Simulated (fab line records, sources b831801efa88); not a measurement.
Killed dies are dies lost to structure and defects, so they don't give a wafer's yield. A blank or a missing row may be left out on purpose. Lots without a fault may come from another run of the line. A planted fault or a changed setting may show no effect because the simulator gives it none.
A struck lot beside a sound one | flow sfq_line | 15 steps out of a route of 325
Sound: wafers L905.1, L905.2, L905.5. Struck: wafer L915.5. (L915.2, L915.4 of the same lot were not struck and are left out.) The cause comes at the end.
At each step with rows: each side's tool, then ch and its chambers, then its first start. Under that, the readings that differ: sound wafers | struck wafers | difference of the means | sigmas: that difference in standard deviations of wafers without a fault.
alike: readings whose means differ by less than 2 such deviations, and words and numbers that are the same on both sides. not compared: withheld readings, readings that some wafer has no value for, bounds like >300 that may hide the same value, and numbers for which the record gives no deviation and whose values overlap.
The two part at a step that has a row with sigmas, a row that says differs or no value, or rows on one side only. Numbers that don't overlap but have no deviation are shown without sigmas and don't part them. A reading that every wafer of one side lacks parts them only if that side has two wafers or more.

SFQ_TRILAYER_JJ_CE_BARC_OPEN_RIE_150: chemistry O2, target BARC, target depth 240 nm, time 80 s.
  sound on rie_metal-02 ch 0,1, day 46 20:21; struck on rie_metal-02 ch 1, day 58 07:35
  reading               | sound             | struck | difference | sigmas
  oes_product_au (a.u.) | 0.538 0.538 0.541 | 0.530  | -0.009     | -2
  alike: drypump_motor_current_A
  not compared: rf_hours_counter_h
SFQ_TRILAYER_JJ_CE_ETCH_RIE_118: chemistry SF6, target Nb, stops on Al2O3, time 97.7 s, target depth 170 nm.
  sound on rie_metal-02 ch 0,1, day 46 20:26; struck on rie_metal-02 ch 1, day 58 07:40
  reading               | sound             | struck | difference | sigmas
  oes_product_au (a.u.) | 0.989 0.989 0.995 | 0.973  | -0.018     | -3
  alike: drypump_motor_current_A
  not compared: rf_hours_counter_h
then, 1 step without rows for these wafers: SFQ_TRILAYER_JJ_ANODIZE_ANODIZE_119.
SFQ_TRILAYER_JJ_CE_STRIP_STRIP_120: strips in O2.
  sound on rie_metal-04 ch 0,1, day 46 21:02; struck on rie_metal-01 ch 0, day 58 08:17
  alike: drypump_motor_current_A, oes_product_au
  not compared: rf_hours_counter_h
then, 7 steps without rows for these wafers: SFQ_TRILAYER_JJ_CE_STRIP_SOLV_CLEAN_121 (cleans in NMP, time 600 s); SFQ_TRILAYER_M5_LITHO_COAT_128 (resist thk 62 nm); SFQ_TRILAYER_M5_LITHO_COAT_123 (resist thk 600 nm); SFQ_TRILAYER_M5_LITHO_SOFTBAKE_127; SFQ_TRILAYER_M5_LITHO_EXPOSE_124 (exposes mask M5, target cd 700 nm); SFQ_TRILAYER_M5_LITHO_PEB_126 (peb time 60 s); SFQ_TRILAYER_M5_LITHO_DEVELOP_125 (time 60 s).
-- the record jumps here: 6 days lie between the struck wafers' starts before and after --
SFQ_M5_OVL_MEAS_932:
  sound on overlay-01, day 47 00:04; struck on overlay-01, day 64 00:51
  alike: M5_OVL
SFQ_TRILAYER_M5_BARC_OPEN_METAL_ETCH_161: etches BARC in O2, target depth 125 nm, time 41.7 s.
  sound on rie_metal-03 ch 0,1, day 47 00:07; struck on rie_metal-03 ch 1, day 64 00:53
  reading                                             | sound             | struck | difference | sigmas
  model.KrF_of_TRILAYER_M5_LITHO_COAT_123.thk_nm (nm) | 524.7 523.2 522.3 | 529.4  | +6.0       |
  alike: drypump_motor_current_A, oes_product_au
  not compared: rf_hours_counter_h
SFQ_TRILAYER_M5_ETCH_METAL_ETCH_126: etches Nb in Cl2/BCl3, stops on SiO2, time 203.2 s, target depth 265 nm.
  sound on rie_metal-03 ch 0,1, day 47 00:10; struck on rie_metal-03 ch 1, day 64 00:56
  reading                                             | sound             | struck | difference | sigmas
  model.KrF_of_TRILAYER_M5_LITHO_COAT_123.thk_nm (nm) | 372.3 372.2 368.2 | 376.6  | +5.7       |
  alike: drypump_motor_current_A, oes_product_au
  not compared: rf_hours_counter_h
SFQ_TRILAYER_M5_STRIP_STRIP_127: strips in O2.
  sound on rie_metal-03 ch 0,1, day 47 00:22; struck on rie_metal-03 ch 1, day 64 01:08
  alike: drypump_motor_current_A, oes_product_au
  not compared: rf_hours_counter_h

WHERE THEY PART
First at SFQ_TRILAYER_JJ_CE_BARC_OPEN_RIE_150; last, within this record, at SFQ_TRILAYER_JJ_CE_ETCH_RIE_118. Later steps at which nothing parts them and some readings are alike: SFQ_TRILAYER_JJ_CE_STRIP_STRIP_120, SFQ_M5_OVL_MEAS_932, SFQ_TRILAYER_M5_BARC_OPEN_METAL_ETCH_161, SFQ_TRILAYER_M5_ETCH_METAL_ETCH_126, SFQ_TRILAYER_M5_STRIP_STRIP_127.

WHY: what the simulator had put in
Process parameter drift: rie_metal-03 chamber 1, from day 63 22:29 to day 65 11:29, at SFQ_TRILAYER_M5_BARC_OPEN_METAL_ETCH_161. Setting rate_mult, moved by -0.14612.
